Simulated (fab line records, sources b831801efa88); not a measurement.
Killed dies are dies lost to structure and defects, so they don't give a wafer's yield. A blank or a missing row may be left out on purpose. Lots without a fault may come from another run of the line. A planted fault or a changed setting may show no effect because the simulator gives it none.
A struck lot beside a sound one | flow sky130 | 14 steps out of a route of 708
Sound: wafers L659.2, L659.3, L659.6. Struck: wafers L650.2, L650.3, L650.6. The cause comes at the end.
At each step with rows: each side's tool, then ch and its chambers, then its first start. Under that, the readings that differ: sound wafers | struck wafers | difference of the means | sigmas: that difference in standard deviations of wafers without a fault.
alike: readings whose means differ by less than 2 such deviations, and words and numbers that are the same on both sides. not compared: withheld readings, readings that some wafer has no value for, bounds like >300 that may hide the same value, and numbers for which the record gives no deviation and whose values overlap.
The two part at a step that has a row with sigmas, a row that says differs or no value, or rows on one side only. Numbers that don't overlap but have no deviation are shown without sigmas and don't part them. A reading that every wafer of one side lacks parts them only if that side has two wafers or more.

first, 3 steps without rows for these wafers: SKY_METAL2_CLEAN_22 (cleans in IPA, time 180 s); SKY_METAL2_CLEAN_23 (cleans in O3/DIW); SKY_VIA2_HDPCVD_00 (deposits SiO2, target thk 1180 nm, time 196.7 s).
SKY_VIA2_THK_MEAS_01:
  sound on film_metro-04, day 41 18:55; struck on film_metro-01, day 39 03:34
  alike: VIA2_HDPCVD_THK
SKY_VIA2_CMP_02: polishes SiO2.
  sound on cmp-02 ch 0,1,3, day 41 18:58; struck on cmp-02 ch 1,2,3, day 39 03:43
  alike: edge_zone_pressure_frac, motor_current_A, retaining_ring_pressure_frac
SKY_VIA2_BOW_MEAS_03:
  sound on film_metro-04, day 41 19:17; struck on film_metro-03, day 39 03:56
  alike: VIA2_BOW
then, 6 steps without rows for these wafers: SKY_VIA2_DEHYDRATE_04 (time 60 s); SKY_VIA2_HMDS_05 (prime time 60 s); SKY_VIA2_COAT_06 (resist thk 60 nm); SKY_VIA2_COAT_07 (resist thk 450 nm); SKY_VIA2_SOFTBAKE_08 (time 90 s); SKY_VIA2_EXPOSE_09 (exposes mask VIM2, target cd 200 nm).
SKY_VIA2_PEB_10:
  sound on litho_track-01 ch 0, day 42 18:00; struck on litho_track-03, day 40 04:00
  reading         | sound          | struck | difference                    | sigmas
  exhaust_pa (Pa) | 44.2 44.2 46.2 | - - -  | no value on the struck wafers |
  not compared: chill_plate_temp_C
then, 1 step without rows for these wafers: SKY_VIA2_DEVELOP_11 (develop time 61.79 s).

WHERE THEY PART
Only at SKY_VIA2_PEB_10, within this record.

WHY: what the simulator had put in
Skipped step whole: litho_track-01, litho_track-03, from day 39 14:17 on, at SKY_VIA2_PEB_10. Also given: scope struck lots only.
